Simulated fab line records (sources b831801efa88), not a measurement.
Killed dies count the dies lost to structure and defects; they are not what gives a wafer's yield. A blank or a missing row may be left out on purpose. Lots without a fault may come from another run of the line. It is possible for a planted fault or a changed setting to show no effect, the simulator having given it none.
2 desks, one fault ; flow gf180mcu ; every desk sees just its own numbers, and what lay behind them comes last

## FOR THE TOOL OWNER'S DESK: lpcvd-02
The tool's own readings at GF_HV_LDD_CVD_56 (deposits Si3N4 from DCS/NH3, target thk 90 nm, time 1543 s): means of the sampled wafers that have a number, for each lot that ran on this tool. A lot is out of limits, marked OUT, if its mean lies more than 4 standard deviations from the usual mean; the brackets give that distance.
Columns: A = pressure_mtorr at GF_HV_LDD_CVD_56, usual 250.0 mTorr; B = spike_tc_lower_C at GF_HV_LDD_CVD_56, usual 769.9 C; C = spike_tc_top_C at GF_HV_LDD_CVD_56, usual 783.3 C; D = zone_power_upper_pct at GF_HV_LDD_CVD_56, usual 13.3 %
lot;first seen here;A;B;C;D
L473;day 12 17:52;250.6;768.5;783.1;12.0
L477;day 14 04:10;250.4;769.0;784.8;11.9
L486;day 17 05:55;249.9;771.4;782.9;14.8
L488;day 17 17:01;250.6;771.0;783.3;14.9
L490;day 18 08:25;249.8;769.8;782.9;12.0
L494;day 19 17:49;250.3;768.4;783.2;11.9
L495;day 20 10:49;250.3;771.0;782.2;14.7
This desk found nothing out of limits on any of the 7 lots.

## THE METROLOGY DESK
What the gauges read, lot by lot, whatever tool the lot ran on: means of the sampled wafers that have a number. A lot is out of limits, marked OUT, if its mean lies more than 4 standard deviations from the usual mean; the brackets give that distance.
Columns: A = HV_LDD_TW at GF_HV_LDD_TW_MEAS_11, usual 2412; B = HV_LDD_CVD_56_THK at GF_HV_LDD_THK_MEAS_57, usual 90.1 nm; C = cd_nm at GF_PSD_CD_MEAS_07, usual 399.2 nm
lot;first seen here;A;B;C
L472;day 10 01:17;2394;89.8;398.8
L473;day 10 07:50;2390;91.1;399.1
L477;day 11 15:32;2438;110.9 (+25) OUT;397.8
L484;day 13 15:56;2409;91.2;402.5
L486;day 14 10:11;2399;90.3;396.9
L488;day 14 20:04;2430;89.9;397.5
L489;day 15 03:06;2397;90.4;400.8
L490;day 15 09:50;2400;90.8;397.9
L492;day 16 05:44;2436;90.8;399.9
L493;day 16 12:20;2403;90.4;397.5
L494;day 16 15:33;2405;89.9;398.0
L495;day 17 07:26;2414;89.2;397.0
This desk finds L477 out of limits, with the earliest case on L477 at day 14 05:36 (HV_LDD_CVD_56_THK at GF_HV_LDD_THK_MEAS_57). In limits: L472, L473, L484, L486, L488, L489, L490, L492, L493, L494, L495.

## BROUGHT TOGETHER
Metrology desk: alarm possible at day 14 05:36 on L477.
The desk of the tool owner found nothing out of limits.
On record at the tool owner's desk: L477, within its limits.
GF_HV_LDD_CVD_56 was run on lpcvd-02 by each of the lots named.

## WHAT THE SIMULATOR PUT IN
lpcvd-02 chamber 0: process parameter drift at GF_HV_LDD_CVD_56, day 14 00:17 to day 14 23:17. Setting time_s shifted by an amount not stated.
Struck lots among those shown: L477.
Per desk, hours elapsed from the start of the fault to the first reading out of limits: for the metrology desk, 5.
